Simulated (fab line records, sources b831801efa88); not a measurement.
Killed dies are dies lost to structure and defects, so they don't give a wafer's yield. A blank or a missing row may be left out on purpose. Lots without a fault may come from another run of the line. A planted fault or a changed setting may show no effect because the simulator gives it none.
Problem report in the 8D (eight disciplines) form, filled by code | flow sky130 | the parts of the form that need people (team, actions taken, sign-off) are left out

1. THE PROBLEM
NWELL_RS at SKY_NWELL_RS_MEAS_29 reads a mean of 615.9 ohm/sq on 6 wafers of 2 lots; wafers without a fault read 624.6 ohm/sq with a standard deviation of 1.6. That is -5.4 standard deviations from the usual mean.
The step: measures by four-point-probe.
First seen on wafer L681.4, day 8 03:48, on film_metro-01. The record holds 39 wafers of 13 lots with a number at this step. Rule for "out", or "out of limits": more than 4 standard deviations from the usual mean. The other wafers with a number count as sound.

2. WHAT IT IS AND WHAT IT IS NOT
question                    | is                           | is not
which readings at this step | NWELL_RS                     | -
which lots                  | L681, L682                   | L670, L671, L672, L674, L675, L676, L678, L689, L690, L692, L693
which wafers of those lots  | all that have a number       | -
read on which gauges        | film_metro-01, film_metro-03 | film_metro-04
when                        | from day 8 03:48             | up to then (21 sound wafers); but 12 sound wafers of L689, L690, L692, L693 came after

3. SUSPECTS, AND WHAT RULES EACH OUT
Counting: a tool at a process step up to the reading stays a suspect if it ran every lot that is out and no sound lot after the first of them.
- the gauge at SKY_NWELL_RS_MEAS_29: ruled out. The wafers that are out were read on 2 gauges (film_metro-01, film_metro-03).
- implanter-02 at SKY_NWELL_IMPLANT_13: kept. It ran every lot that is out, first L681 (day 7 07:01), and no sound lot after that; its last sound lot up to then is L678 (day 6 22:03). Its own readings are out on those wafers: dose_ions_cm2, faraday_current_uA.
Left after counting: implanter-02 at SKY_NWELL_IMPLANT_13.

4. THE CAUSE (what the simulator had put in)
Process parameter drift: implanter-02, from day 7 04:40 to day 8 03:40, at SKY_NWELL_IMPLANT_13. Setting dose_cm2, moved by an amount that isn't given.
Counting left only this tool.

5. THE CHAIN OF EFFECTS, in route order
Each row: a reading whose mean over the struck wafers that have a number lies more than 3 standard deviations from the usual. Only readings for which the record gives a usual standard deviation are gone through. hours: the time from each lot's start at the first step in this table that gives one to its start at this step, as a median over the lots. sigmas: the change in usual standard deviations.
hours | step                 | reading            | usual        | on struck wafers | change     | sigmas
0     | SKY_NWELL_IMPLANT_13 | dose_ions_cm2      | 6.998e+11    | 9.994e+11        | +2.996e+11 | +99 or more
0     | SKY_NWELL_IMPLANT_13 | faraday_current_uA | 3.95         | 5.62             | +1.67      | +20
21    | SKY_NWELL_RS_MEAS_29 | NWELL_RS           | 624.6 ohm/sq | 615.9            | -8.7       | -5.4
The process steps in it:
- SKY_NWELL_IMPLANT_13

6. WHAT WOULD HAVE CAUGHT IT SOONER
In this record the first reading out of limits at a measuring or inspecting step was taken at day 8 03:48, 23 hours after the fault began at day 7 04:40.
The tool's own readings at SKY_NWELL_IMPLANT_13 were out on every struck wafer that the step has a row for (dose_ions_cm2, faraday_current_uA): an alarm limit on them would have fired on the first of those.
All the lots that are out (2) had begun SKY_NWELL_IMPLANT_13 on implanter-02 by day 8 03:48. A hold on the tool at that time would have spared none of them.
